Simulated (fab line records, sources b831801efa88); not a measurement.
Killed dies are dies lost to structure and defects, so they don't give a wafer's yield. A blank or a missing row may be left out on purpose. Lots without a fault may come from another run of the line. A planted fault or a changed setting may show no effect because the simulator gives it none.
Which tool did it? | flow gf180mcu | 6 lots, 18 wafers sampled, at 4 steps of a route of 602

WHAT THE GAUGES READ, wafer by wafer
GF_V4_THK_MEAS_03.
lot  | measured     | on            | V4_CVD_02_THK (nm)
L652 | day 25 11:21 | film_metro-01 | 828 836 845
L654 | day 26 08:32 | film_metro-04 | 839 837 853
L660 | day 28 02:46 | film_metro-01 | 825 842 836
L664 | day 29 08:06 | film_metro-01 | 853 860 869
L668 | day 30 09:35 | film_metro-01 | 846 858 871
L670 | day 30 20:37 | film_metro-03 | 845 858 855

WHICH TOOL RAN EACH LOT (tool, then ch and the chambers of the sampled wafers, then the start)
lot  | GF_HV_LDD_SOFTBAKE_15             | GF_HV_LDD_STRIP_22                   | GF_CONTACT_SPUTTER_23
L652 | litho_track-01 ch 0, day 12 00:21 | plasma_asher-03 ch 0,1, day 12 10:13 | pvd_sputter-03, day 18 03:50
L654 | litho_track-04 ch 0, day 12 15:39 | plasma_asher-03 ch 0,1, day 13 02:03 | pvd_sputter-03, day 19 01:49
L660 | litho_track-03 ch 0, day 14 14:20 | plasma_asher-03 ch 0,1, day 15 01:11 | pvd_sputter-03, day 21 05:31
L664 | litho_track-01 ch 0, day 15 21:38 | plasma_asher-04 ch 0,1, day 16 08:45 | pvd_sputter-04, day 22 15:34
L668 | litho_track-04 ch 0, day 17 03:18 | plasma_asher-04 ch 0, day 17 15:39   | pvd_sputter-03, day 23 23:32
L670 | litho_track-03 ch 0, day 17 18:34 | plasma_asher-03 ch 0,1, day 18 06:39 | pvd_sputter-03, day 24 11:49
- GF_HV_LDD_SOFTBAKE_15: time 60 s.
- GF_HV_LDD_STRIP_22: strips in O2/N2.
- GF_CONTACT_SPUTTER_23: material TiN, target thk 10 nm, time 40 s.

THE ANSWER, worked out from the rows above alone
Rule: what is usual is taken from the lots themselves. Put in order of their means at a reading, lots are off if they are a third of the lots or fewer, leave a main group of 4 or more, and stand apart from it by a gap of 3 or more times the standard deviation of the main group's means; of several such gaps the widest counts. A main group whose means are all the same, to the digits that the tables above print for the reading, isn't used. A lot without any number at a reading at which 4 lots or more have one is off too. The other lots that the step has rows for count as sound.
No lot is off at any reading shown: from this, nothing can be told.

WHAT THE SIMULATOR HAD PUT IN
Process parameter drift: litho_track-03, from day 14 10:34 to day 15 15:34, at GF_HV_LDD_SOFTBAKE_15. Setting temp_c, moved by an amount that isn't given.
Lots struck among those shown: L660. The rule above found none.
